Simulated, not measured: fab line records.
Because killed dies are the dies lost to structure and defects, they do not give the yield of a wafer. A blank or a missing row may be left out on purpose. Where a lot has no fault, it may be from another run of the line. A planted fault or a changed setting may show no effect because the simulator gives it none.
fab line records ; flow sky130
record lots=12; wafers=36; lastDay=50
route steps=708 shown SPACER@306 SD_P@331 SD_N@353 LI_CONTACT@362
lots untouched by any fault: they come from a run of this same line in which no faults occurred
startH: hours from the record's first day to the start of the lot's first wafer shown ; waitH: how many hours have passed since the lot's step before this one ; " unchanged from the row above ; L1.1+2: a single row standing in for several wafers ; - either no value or no given start ; * or withheld: withheld ; < > ~ a bound
route shown NAME@n: a module of which the file shows steps, and the number in the route of the first ; usual: mean/standard deviation of fault-free wafers ; same: alike in all rows ; chamber/n: place in a boat ; sites: the reading at each site ; _std_site: how widely they spread, as a standard deviation ; _edge_site: the outer-site mean with the inner-site mean subtracted ; radiusMm: for every site, how far away it sits from the centre of the wafer ; mask NAME#n: copy n ; behind: the most recent tool/chamber to have shaped the wafer ; hold: the reason the lot was held/the length of the hold in hours/how it ended ; device: which transistor (n, p or np) failed to switch ; end of line: tests of these same wafers at the route's end ; a step without rows: its recipe alone ; killed: at the first sort, the dies lost to defects and structure; wafer yield is something else ; map: a wafer's dies, x killed, . not, _ none there
set.NAME: the run value of the setting; set.NAME@STEP: its run value at that earlier step ; model.NAME: the simulator's own value behind a step, which no gauge read
the route's steps for a sample of lots (tables are steps, rows are wafers)
services: the hour from which a tool's chamber was out of use, counted from the record's first day as startH (under 0 if before that day), plus the number of hours and why
## steps
# step SKY_SPACER_ETCHBACK_02
# recipe chemistry=CH3F/O2; target=Si3N4; stopOn=SiO2; sourceW=400; biasW=80; pressureMtorr=25; ch3fFlowSccm=40; O2_flow_sccm=30; timeS=46.7; targetDepthA=450
# usual biasW=79.98/0.25; drypumpMotorCurrentA=5.5/0.53; oesProductAu=0.858/0.0068; throttleValvePct=10.563/0.0085
lot.wafer;tool;chamber;startH;waitH;biasW;drypumpMotorCurrentA;oesProductAu;rfHoursCounterH;throttleValvePct
L226.1;rieDiel-03;2;523.05;0.1;79.85;4.8;0.863;7;10.567
L226.4;rieDiel-03;3;523.05;0.1;80.13;5.2;0.866;7;10.564
L226.6;rieDiel-03;2;523.05;0.1;79.61;4.8;0.859;-;10.552
L227.3;rieDiel-02;0;524.25;0.0;80.05;4.8;0.865;4;10.571
L227.4;rieDiel-02;2;524.25;0.0;79.85;5.7;0.863;45;10.559
L227.5;rieDiel-02;3;524.25;0.0;79.65;6.1;0.860;-;10.554
L228.4;rieDiel-02;3;526.51;0.0;79.83;6.1;0.863;8;10.558
L228.5;rieDiel-02;1;526.51;0.0;79.96;6.4;0.873;-;10.549
L228.6;rieDiel-02;0;526.51;0.0;80.01;4.8;0.862;-;10.563
L229.1;rieDiel-04;2;539.80;0.1;79.86;5.6;0.858;2;10.561
L229.2;rieDiel-04;1;539.80;0.1;79.78;5.6;0.859;12;10.568
L229.4;rieDiel-04;3;539.80;0.1;80.07;4.9;0.861;59;10.558
L230.4;rieDiel-04;1;553.05;0.0;79.99;5.6;0.862;13;10.560
L230.5;rieDiel-04;1;553.05;0.0;80.07;5.6;0.851;-;10.555
L230.6;rieDiel-04;0;553.05;0.0;80.22;6.0;0.866;-;10.554
L233.1;rieDiel-03;2;571.81;0.1;80.08;4.8;0.856;9;10.576
L233.2;rieDiel-03;1;571.81;0.1;80.05;5.0;0.856;7;10.577
L233.6;rieDiel-03;2;571.81;0.1;79.87;4.8;0.856;-;10.552
L234.1;rieDiel-02;0;587.37;0.1;79.78;4.8;0.851;5;10.577
L234.4;rieDiel-02;2;587.37;0.1;79.94;5.8;0.847;-;10.562
L234.6;rieDiel-02;1;587.37;0.1;80.33;6.4;0.853;-;10.571
L242.1;rieDiel-04;0;674.99;0.1;80.00;6.0;0.859;14;10.559
L242.4;rieDiel-04;0;674.99;0.1;80.03;6.0;0.863;-;10.558
L242.5;rieDiel-04;2;674.99;0.1;79.87;5.6;0.864;-;10.553
L240.1;rieDiel-04;0;683.04;0.1;80.11;6.0;0.856;15;10.566
L240.3;rieDiel-04;2;683.04;0.1;79.84;5.6;0.859;5;10.571
L240.6;rieDiel-04;2;683.04;0.1;79.92;5.6;0.868;-;10.570
L241.2;rieDiel-02;2;684.25;0.0;79.87;5.7;0.858;48;10.569
L241.3;rieDiel-02;3;684.25;0.0;80.07;6.1;0.869;11;10.559
L241.6;rieDiel-02;0;684.25;0.0;79.93;4.8;0.862;-;10.569
L246.2;rieDiel-04;2;701.38;0.0;79.95;5.6;0.853;5;10.567
L246.4;rieDiel-04;0;701.38;0.0;79.96;6.0;0.854;15;10.564
L246.6;rieDiel-04;1;701.38;0.0;80.45;5.7;0.853;-;10.550
L249.4;rieDiel-02;3;720.26;0.0;79.80;6.1;0.858;12;10.584
L249.5;rieDiel-02;1;720.26;0.0;79.94;6.4;0.858;-;10.549
L249.6;rieDiel-02;0;720.26;0.0;79.86;4.8;0.866;-;10.567
# step SKY_SD_P_TW_MEAS_11
# usual SD_P_TW=2848/50
lot.wafer;tool;chamber;startH;waitH;SD_P_TW
L226.1;filmMetro-03;-;583.26;0.1;2782
L226.4;filmMetro-03;-;583.26;0.1;2770
L226.6;filmMetro-03;-;583.26;0.1;2763
L227.3;filmMetro-01;-;585.08;0.1;2861
L227.4;filmMetro-01;-;585.08;0.1;2861
L227.5;filmMetro-01;-;585.08;0.1;2862
L228.4;filmMetro-04;-;586.92;0.1;2908
L228.5;filmMetro-04;-;586.92;0.1;2907
L228.6;filmMetro-04;-;586.92;0.1;2900
L229.1;filmMetro-01;-;599.51;0.1;2866
L229.2;filmMetro-01;-;599.51;0.1;2843
L229.4;filmMetro-01;-;599.51;0.1;2866
L230.4;filmMetro-03;-;612.22;0.1;2774
L230.5;filmMetro-03;-;612.22;0.1;2788
L230.6;filmMetro-03;-;612.22;0.1;2790
L233.1;filmMetro-03;-;632.24;0.1;2775
L233.2;filmMetro-03;-;632.24;0.1;2764
L233.6;filmMetro-03;-;632.24;0.1;2768
L234.1;filmMetro-03;-;648.24;0.1;2791
L234.4;filmMetro-03;-;648.24;0.1;2794
L234.6;filmMetro-03;-;648.24;0.1;2817
L242.1;filmMetro-01;-;731.06;0.1;2859
L242.4;filmMetro-01;-;731.06;0.1;2841
L242.5;filmMetro-01;-;731.06;0.1;2857
L240.1;filmMetro-04;-;739.74;0.1;2915
L240.3;filmMetro-04;-;739.74;0.1;2914
L240.6;filmMetro-04;-;739.74;0.1;2923
L241.2;filmMetro-01;-;740.87;0.1;2855
L241.3;filmMetro-01;-;740.87;0.1;2861
L241.6;filmMetro-01;-;740.87;0.1;2842
L246.2;filmMetro-03;-;756.95;0.1;2813
L246.4;filmMetro-03;-;756.95;0.1;2809
L246.6;filmMetro-03;-;756.95;0.1;2818
L249.4;filmMetro-01;-;775.27;0.1;2888
L249.5;filmMetro-01;-;775.27;0.1;2883
L249.6;filmMetro-01;-;775.27;0.1;2893
# step SKY_SD_N_STRIP_11
# recipe chemistry=O2/N2; powerW=1400; pressureMtorr=1500; platenTempC=withheld; o2FlowSccm=3000; n2FlowSccm=300; overashFraction=0.5
# usual drypumpMotorCurrentA=6.1/0.48; oesProductAu=0.527/0.0047; stripTimeToEndpointS=22.55/0.041
# same overashFraction=0.5
lot.wafer;tool;chamber;startH;waitH;drypumpMotorCurrentA;oesProductAu;rfHoursCounterH;stripTimeToEndpointS
L226.1;plasmaAsher-01;1;643.01;0.1;6.4;0.523;56;22.49
L226.4;plasmaAsher-01;1;643.01;0.1;6.4;0.525;-;22.57
L226.6;plasmaAsher-01;0;643.01;0.1;6.3;0.534;-;22.49
L227.3;plasmaAsher-03;1;645.47;0.1;6.3;0.528;-;22.56
L227.4;plasmaAsher-03;0;645.47;0.1;5.6;0.524;-;22.59
L227.5;plasmaAsher-03;0;645.47;0.1;5.6;0.529;-;22.56
L228.4;plasmaAsher-03;0;648.17;0.1;5.7;0.524;-;22.66
L228.5;plasmaAsher-03;1;648.17;0.1;6.3;0.527;-;22.60
L228.6;plasmaAsher-03;0;648.17;0.1;5.6;0.532;-;22.65
L229.1;plasmaAsher-04;0;657.69;0.1;5.2;0.520;92;22.57
L229.2;plasmaAsher-04;1;657.69;0.1;6.7;0.529;92;22.51
L229.4;plasmaAsher-04;0;657.69;0.1;5.2;0.534;-;22.55
L230.4;plasmaAsher-04;1;671.34;0.1;6.7;0.525;-;22.55
L230.5;plasmaAsher-04;0;671.34;0.1;5.2;0.537;-;22.52
L230.6;plasmaAsher-04;1;671.34;0.1;6.7;0.533;-;22.53
L233.1;plasmaAsher-01;1;689.79;0.1;6.4;0.524;61;22.52
L233.2;plasmaAsher-01;0;689.79;0.1;6.3;0.536;61;22.55
L233.6;plasmaAsher-01;0;689.79;0.1;6.3;0.525;-;22.53
L234.1;plasmaAsher-03;0;704.13;0.1;5.6;0.522;28;22.61
L234.4;plasmaAsher-03;0;704.13;0.1;5.6;0.528;-;22.61
L234.6;plasmaAsher-03;0;704.13;0.1;5.7;0.528;-;22.59
L242.1;plasmaAsher-03;0;785.04;0.1;5.6;0.528;36;22.55
L242.4;plasmaAsher-03;1;785.04;0.1;6.3;0.517;-;22.55
L242.5;plasmaAsher-03;0;785.04;0.1;5.7;0.521;-;22.58
L240.1;plasmaAsher-03;1;794.31;0.1;6.3;0.521;37;22.55
L240.3;plasmaAsher-03;0;794.31;0.1;5.7;0.524;-;22.55
L240.6;plasmaAsher-03;0;794.31;0.1;5.6;0.529;-;22.54
L241.2;plasmaAsher-03;0;795.99;0.1;5.7;0.534;38;22.55
L241.3;plasmaAsher-03;1;795.99;0.1;6.3;0.524;-;22.51
L241.6;plasmaAsher-03;1;795.99;0.1;6.3;0.527;-;22.60
L246.2;plasmaAsher-03;1;811.65;0.1;6.3;0.520;39;22.59
L246.4;plasmaAsher-03;0;811.65;0.1;5.6;0.530;-;22.56
L246.6;plasmaAsher-03;1;811.65;0.1;6.3;0.520;-;22.55
L249.4;plasmaAsher-04;1;829.29;0.1;6.7;0.525;-;22.58
L249.5;plasmaAsher-04;0;829.29;0.1;5.2;0.530;-;22.60
L249.6;plasmaAsher-04;1;829.29;0.1;6.7;0.529;-;22.59
# step SKY_LI_CONTACT_HDPCVD_00
# recipe material=PSG; targetThkNm=930; sigmaOpenFrac=0.3; timeS=155; tempC=600; sih4FlowSccm=60; pressureMtorr=6
# usual runLengthS=182.6/0.75; susceptorTempC=599.98/0.29
lot.wafer;tool;chamber;startH;waitH;runLengthS;susceptorTempC
L226.1;hdpcvd-01;2;643.77;0.0;183.7;599.85
L226.4;hdpcvd-01;0;643.77;0.0;182.2;600.35
L226.6;hdpcvd-01;1;643.77;0.0;182.1;599.95
L227.3;hdpcvd-02;1;646.21;0.0;182.3;600.30
L227.4;hdpcvd-02;2;646.21;0.0;183.0;599.63
L227.5;hdpcvd-02;1;646.21;0.0;182.3;599.90
L228.4;hdpcvd-01;2;648.98;0.1;184.2;599.64
L228.5;hdpcvd-01;1;648.98;0.1;182.4;599.84
L228.6;hdpcvd-01;0;648.98;0.1;181.9;599.86
L229.1;hdpcvd-01;2;658.46;0.0;184.2;599.83
L229.2;hdpcvd-01;0;658.46;0.0;182.0;599.90
L229.4;hdpcvd-01;1;658.46;0.0;182.4;600.13
L230.4;hdpcvd-02;1;672.12;0.1;182.3;599.49
L230.5;hdpcvd-02;2;672.12;0.1;182.9;599.77
L230.6;hdpcvd-02;0;672.12;0.1;181.5;599.82
L233.1;hdpcvd-02;1;690.55;0.0;182.2;600.06
L233.2;hdpcvd-02;0;690.55;0.0;181.5;600.02
L233.6;hdpcvd-02;2;690.55;0.0;182.9;599.94
L234.1;hdpcvd-02;0;704.89;0.0;182.2;600.10
L234.4;hdpcvd-02;1;704.89;0.0;182.0;600.31
L234.6;hdpcvd-02;0;704.89;0.0;181.5;600.35
L242.1;hdpcvd-02;0;785.80;0.0;181.7;599.83
L242.4;hdpcvd-02;0;785.80;0.0;181.5;600.28
L242.5;hdpcvd-02;1;785.80;0.0;182.6;600.06
L240.1;hdpcvd-01;0;795.07;0.0;190.3;600.35
L240.3;hdpcvd-01;1;795.07;0.0;190.2;599.88
L240.6;hdpcvd-01;1;795.07;0.0;189.8;599.74
L241.2;hdpcvd-01;0;796.75;0.0;190.2;599.85
L241.3;hdpcvd-01;2;796.75;0.0;191.9;599.77
L241.6;hdpcvd-01;0;796.75;0.0;190.0;600.00
L246.2;hdpcvd-02;0;812.41;0.0;182.0;599.70
L246.4;hdpcvd-02;0;812.41;0.0;181.9;600.27
L246.6;hdpcvd-02;2;812.41;0.0;182.7;598.98
L249.4;hdpcvd-02;1;830.07;0.1;182.5;599.46
L249.5;hdpcvd-02;2;830.07;0.1;182.7;599.84
L249.6;hdpcvd-02;0;830.07;0.1;181.5;600.47
# step SKY_LI_CONTACT_THK_MEAS_01
# recipe reads=PSG_of_LI_CONTACT_HDPCVD_00
# usual LI_CONTACT_HDPCVD_THK=927/9.6
lot.wafer;tool;chamber;startH;waitH;LI_CONTACT_HDPCVD_THK[nm]
L226.1;filmMetro-01;-;643.87;0.1;928
L226.4;filmMetro-01;-;643.87;0.1;910
L226.6;filmMetro-01;-;643.87;0.1;923
L227.3;filmMetro-03;-;646.33;0.1;914
L227.4;filmMetro-03;-;646.33;0.1;916
L227.5;filmMetro-03;-;646.33;0.1;913
L228.4;filmMetro-03;-;649.06;0.0;940
L228.5;filmMetro-03;-;649.06;0.0;929
L228.6;filmMetro-03;-;649.06;0.0;932
L229.1;filmMetro-03;-;658.56;0.1;931
L229.2;filmMetro-03;-;658.56;0.1;926
L229.4;filmMetro-03;-;658.56;0.1;928
L230.4;filmMetro-03;-;672.20;0.0;923
L230.5;filmMetro-03;-;672.20;0.0;930
L230.6;filmMetro-03;-;672.20;0.0;936
L233.1;filmMetro-03;-;690.66;0.1;911
L233.2;filmMetro-03;-;690.66;0.1;929
L233.6;filmMetro-03;-;690.66;0.1;936
L234.1;filmMetro-04;-;704.99;0.1;934
L234.4;filmMetro-04;-;704.99;0.1;925
L234.6;filmMetro-04;-;704.99;0.1;932
L242.1;filmMetro-03;-;785.90;0.1;924
L242.4;filmMetro-03;-;785.90;0.1;918
L242.5;filmMetro-03;-;785.90;0.1;917
L240.1;filmMetro-04;-;795.17;0.1;985
L240.3;filmMetro-04;-;795.17;0.1;988
L240.6;filmMetro-04;-;795.17;0.1;977
L241.2;filmMetro-03;-;796.86;0.1;987
L241.3;filmMetro-03;-;796.86;0.1;981
L241.6;filmMetro-03;-;796.86;0.1;983
L246.2;filmMetro-03;-;812.52;0.1;930
L246.4;filmMetro-03;-;812.52;0.1;914
L246.6;filmMetro-03;-;812.52;0.1;919
L249.4;filmMetro-01;-;830.15;0.0;914
L249.5;filmMetro-01;-;830.15;0.0;927
L249.6;filmMetro-01;-;830.15;0.0;915
## services
tool;chamber;startH;hours;kind
rieDiel-04;-;512.88;14.6;pm
plasmaAsher-04;-;517.48;14.6;pm
rieDiel-02;1;551.88;8.6;repair
rieDiel-02;-;553.02;2.8;pm
rieDiel-02;3;586.95;6.7;repair
rieDiel-04;0;589.71;9.3;repair
rieDiel-02;-;610.90;0.4;repair
hdpcvd-02;0;621.53;21.7;repair
hdpcvd-02;2;623.57;22.5;repair
rieDiel-03;3;624.67;8.1;repair
rieDiel-03;-;632.66;0.5;repair
hdpcvd-02;-;641.69;1.0;repair
rieDiel-04;2;650.28;19.7;repair
hdpcvd-02;-;650.75;15.0;pm
rieDiel-02;2;653.46;3.8;repair
hdpcvd-01;-;679.92;1.7;repair
rieDiel-04;2;688.98;5.5;repair
rieDiel-02;0;697.91;9.2;repair
hdpcvd-01;2;725.10;12.4;repair
hdpcvd-02;-;726.31;6.0;pm
plasmaAsher-04;-;733.75;9.0;pm
rieDiel-04;3;757.67;8.2;repair
plasmaAsher-03;-;772.82;2.4;repair
hdpcvd-01;-;811.02;2.0;repair
## key
firstSign step=SKY_LI_CONTACT_HDPCVD_00; reading=runLengthS; direction=up; sigmas=10; usual=*; struck=*
effect step=SKY_LI_CONTACT_THK_MEAS_01; reading=LI_CONTACT_HDPCVD_THK; direction=up; sigmas=5.8; usual=927; struck=984
metAt SKY_LI_CONTACT_HDPCVD_00
struckLots L240,L241
testerLeftOut L240,L241
notActingAt SKY_SPACER_ETCHBACK_02,SKY_SD_P_TW_MEAS_11,SKY_SD_N_STRIP_11
onsetBetween 658.46 795.07
fault kind=processParameterDrift; tool=hdpcvd-01; chamber=-; onsetH=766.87; steps=SKY_LI_CONTACT_HDPCVD_00; channel=timeS; offset=*; shape=step; endH=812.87; actsIn=*; stated=*
# testerLeftOut: of these lots the tester's yield and bins aren't shown, on N5 and GAA mostly nor the transistor test; their killed dies are dies lost to structure and defects alone, not to doping, threshold or leakage, so they don't give the yield
